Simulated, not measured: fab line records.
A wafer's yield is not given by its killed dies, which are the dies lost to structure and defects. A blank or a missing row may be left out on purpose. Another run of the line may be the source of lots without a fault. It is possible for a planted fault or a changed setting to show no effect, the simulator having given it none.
Which tool is to blame? -- flow sky130 -- 15 lots with 43 wafers sampled at 3 steps, on a route of 708 steps

== WHAT THE GAUGES SHOWED, per wafer ==
No reading from a measuring or inspecting step in the record can be judged against a usual standard deviation.

== EACH LOT AND THE TOOL THAT RAN IT (in order: tool; ch and the chambers of the sampled wafers; start) ==
lot,SKY_POLY_GATE_ETCH_17,SKY_POLY_GATE_STRIP_18,SKY_PAD_OPEN_PROBE_99
L618,"rie_si-02 ch 0,1,3, day 16 08:31","plasma_asher-01 ch 0,1, day 16 08:37",-
L619,"rie_si-01 ch 0,1,2, day 16 19:18","plasma_asher-03 ch 0, day 16 19:22",-
L620,"rie_si-02 ch 2,3, day 16 20:18","plasma_asher-03 ch 0,1, day 16 20:22",-
L621,"rie_si-02 ch 0,1, day 17 11:07","plasma_asher-01 ch 0,1, day 17 11:10",-
L622,"rie_si-02 ch 0,1,2, day 17 18:33","plasma_asher-02 ch 0,1, day 17 18:37",-
L625,"rie_si-01 ch 0,2,3, day 18 22:19","plasma_asher-03 ch 0,1, day 18 22:22",-
L626,"rie_si-01 ch 1,2, day 19 05:55","plasma_asher-01 ch 0,1, day 19 06:01",-
L627,"rie_si-02 ch 1,2,3, day 19 19:01","plasma_asher-02 ch 0,1, day 19 19:04",-
L628,"rie_si-02 ch 0,1,3, day 19 22:49","plasma_asher-02 ch 0, day 19 22:52",-
L629,"rie_si-02 ch 0,2, day 20 12:06","plasma_asher-01 ch 0,1, day 20 12:10",-
L632,"rie_si-01 ch 1,3, day 21 13:19","plasma_asher-02 ch 0,1, day 21 13:22","prober-02, day 49 03:04"
L634,"rie_si-01 ch 0,2,3, day 22 10:24","plasma_asher-01 ch 0,1, day 22 10:28",-
L636,"rie_si-01 ch 0,1, day 22 22:58","plasma_asher-01 ch 0,1, day 22 23:01",-
L639,"rie_si-02 ch 0,3, day 24 02:31","plasma_asher-02 ch 0,1, day 24 02:36",-
L641,"rie_si-02 ch 1,2, day 24 17:04","plasma_asher-03 ch 1, day 24 17:07",-
- SKY_POLY_GATE_ETCH_17: etches poly-Si in HBr/Cl2, stops on SiO2, target depth 180 nm, time 70.5 s.
- SKY_POLY_GATE_STRIP_18: strips in O2/N2.
- SKY_PAD_OPEN_PROBE_99

== AS READ BY THE TOOLS THEMSELVES (means over the sampled wafers that have a number; for cases with no such wafer, the mark the record gives instead) ==
SKY_POLY_GATE_ETCH_17. Usual: drypump_motor_current_A 5.7 A, standard deviation 0.38; oes_product_au 0.991 a.u., standard deviation 0.0063; run_length_s 98.9 s, standard deviation 0.39; throttle_valve_pct 33.685 %, standard deviation 0.0081.
lot,tool,drypump_motor_current_A (A),oes_product_au (a.u.),run_length_s (s),throttle_valve_pct (%),flag
L618,rie_si-02,5.7,0.994,99.0,33.684,
L619,rie_si-01,5.5,0.988,98.7,33.689,
L620,rie_si-02,5.4,0.987,99.3,33.692,
L621,rie_si-02,5.8,0.995,98.7,33.680,
L622,rie_si-02,5.8,0.985,98.6,33.679,
L625,rie_si-01,5.9,0.986,98.8,33.686,
L626,rie_si-01,5.7,0.994,99.0,33.679,
L627,rie_si-02,5.7,0.991,98.8,33.688,
L628,rie_si-02,5.6,0.994,99.0,33.689,
L629,rie_si-02,5.7,0.989,98.8,33.678,
L632,rie_si-01,5.5,0.927,108.0,33.678,OFF
L634,rie_si-01,5.9,0.905,110.8,33.687,OFF
L636,rie_si-01,5.3,0.853,116.8,33.680,OFF
L639,rie_si-02,5.5,0.986,98.9,33.681,
L641,rie_si-02,5.9,0.992,98.8,33.678,

SKY_POLY_GATE_STRIP_18. Usual: drypump_motor_current_A 6.0 A, standard deviation 0.48; o2_flow_sccm 3001 sccm, standard deviation 8.4; oes_product_au 0.360 a.u., standard deviation 0.005; strip_time_to_endpoint_s 3.17 s, standard deviation 0.032.
lot,tool,drypump_motor_current_A (A),o2_flow_sccm (sccm),oes_product_au (a.u.),strip_time_to_endpoint_s (s),flag
L618,plasma_asher-01,6.2,2995,0.359,3.17,
L619,plasma_asher-03,6.7,2996,0.358,3.12,
L620,plasma_asher-03,6.4,3000,0.358,3.11,
L621,plasma_asher-01,6.2,3007,0.357,3.12,
L622,plasma_asher-02,5.5,2990,0.352,3.15,
L625,plasma_asher-03,6.4,2995,0.363,3.22,
L626,plasma_asher-01,6.2,3008,0.357,3.14,
L627,plasma_asher-02,5.5,3004,0.363,3.15,
L628,plasma_asher-02,5.6,3009,0.362,3.17,
L629,plasma_asher-01,6.4,2995,0.358,3.15,
L632,plasma_asher-02,5.5,3006,0.353,3.03,OFF
L634,plasma_asher-01,6.4,3004,0.357,2.96,OFF
L636,plasma_asher-01,6.3,3001,0.355,2.92,OFF
L639,plasma_asher-02,5.5,2993,0.361,3.17,
L641,plasma_asher-03,5.9,3005,0.361,3.19,

SKY_PAD_OPEN_PROBE_99. Usual: killed_at_M0_to_M3 42, standard deviation 7.3; killed_at_M4_up 3.2, standard deviation 1.8; killed_at_contacts 25, standard deviation 5.2; killed_at_front_end 15, standard deviation 4.6; killed_at_other 0.3, standard deviation 0.62; killed_dies 85, standard deviation 9.9; killed_open 46, standard deviation 7.1; killed_short 38, standard deviation 5.7.
lot,tool,killed_at_M0_to_M3,killed_at_M4_up,killed_at_contacts,killed_at_front_end,killed_at_other,killed_dies,killed_open,killed_short,flag
L632,prober-02,31,2.0,25,9,0.0,67,26,41,

== THE ANSWER, worked out from the rows above alone ==
Rule: a lot is off if the mean of its wafers that have a number lies more than 3 standard deviations from the usual mean. Also off: a lot with no number at a reading for which 4 or more lots have one. The other lots that the step has rows for count as sound. Order of review: gauges by route order, followed by the tools' own readings, for which a lot's mean as printed above is used. The first step at which some lot is off is used, and at that step the reading that is off furthest; a lot without a number counts as furthest.
Off, at SKY_POLY_GATE_ETCH_17 on run_length_s: L632, L634, L636.
If a tool, at that step or one of the process steps before it, ran each lot that is off and ran no sound lot following the first of them, it fits. One fits: rie_si-01 at SKY_POLY_GATE_ETCH_17. Its last sound lot is L626 (day 19 05:55), its first lot that is off L632 (day 21 13:19): a fault that began between those two fits.
The tool's own readings at SKY_POLY_GATE_ETCH_17 bear it out: on the lots that are off they differ by more than 5 times the standard deviation of the sound lots' means. oes_product_au reads 0.895 a.u. there against 0.990 a.u. on the sound lots; run_length_s reads 111.9 s there against 98.9 s on the sound lots.

== WHAT THE SIMULATOR HAD INSERTED ==
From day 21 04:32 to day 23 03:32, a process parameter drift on rie_si-01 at SKY_POLY_GATE_ETCH_17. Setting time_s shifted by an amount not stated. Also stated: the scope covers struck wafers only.
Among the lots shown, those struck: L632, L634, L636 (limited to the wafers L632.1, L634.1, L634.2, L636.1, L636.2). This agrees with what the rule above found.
